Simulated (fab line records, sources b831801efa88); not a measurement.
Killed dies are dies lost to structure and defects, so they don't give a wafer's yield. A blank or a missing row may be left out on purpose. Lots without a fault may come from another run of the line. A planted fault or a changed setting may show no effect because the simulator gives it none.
Which tool did it? | flow gf180mcu | 13 lots, 39 wafers sampled, at 1 step of a route of 602

WHAT THE GAUGES READ, wafer by wafer
GF_STI_THK_MEAS_24. Usual: STI_CVD_23_THK 621 nm, standard deviation 5.9.
lot  | measured    | on            | STI_CVD_23_THK (nm) | flag
L292 | day 2 04:57 | film_metro-01 | 611 615 623         |
L293 | day 2 08:34 | film_metro-02 | 624 629 615         |
L294 | day 2 14:26 | film_metro-01 | 631 622 619         |
L295 | day 2 19:02 | film_metro-01 | 620 624 624         |
L300 | day 3 22:44 | film_metro-02 | 621 621 614         |
L307 | day 5 08:07 | film_metro-02 | 619 625 629         |
L308 | day 5 13:34 | film_metro-02 | 625 623 624         |
L309 | day 5 21:10 | film_metro-04 | 615 615 615         |
L310 | day 6 02:34 | film_metro-04 | 620 615 617         |
L311 | day 6 06:19 | film_metro-02 | 615 616 614         |
L312 | day 6 13:04 | film_metro-01 | 621 616 615         |
L313 | day 7 00:16 | film_metro-02 | 623 620 618         |
L314 | day 7 00:20 | film_metro-01 | 613 620 613         |

WHICH TOOL RAN EACH LOT (tool, then ch and the chambers of the sampled wafers, then the start)
The record holds no process step before these readings.

WHAT THE TOOLS THEMSELVES READ (means of the sampled wafers that have a number; where no wafer has one, the mark that the record gives instead)
The record holds no such reading with a usual standard deviation.

THE ANSWER, worked out from the rows above alone
Rule: a lot is off if the mean of its wafers that have a number lies more than 3 standard deviations from the usual mean. A lot without any number at a reading at which 4 lots or more have one is off too. The other lots that the step has rows for count as sound. The gauges are gone through in route order, then the tools' own readings, and for those a lot's mean is taken as printed above. The first step at which some lot is off is used, and at that step the reading that is off furthest; a lot without a number counts as furthest.
No lot is off at any reading shown: from this, nothing can be told.

WHAT THE SIMULATOR HAD PUT IN
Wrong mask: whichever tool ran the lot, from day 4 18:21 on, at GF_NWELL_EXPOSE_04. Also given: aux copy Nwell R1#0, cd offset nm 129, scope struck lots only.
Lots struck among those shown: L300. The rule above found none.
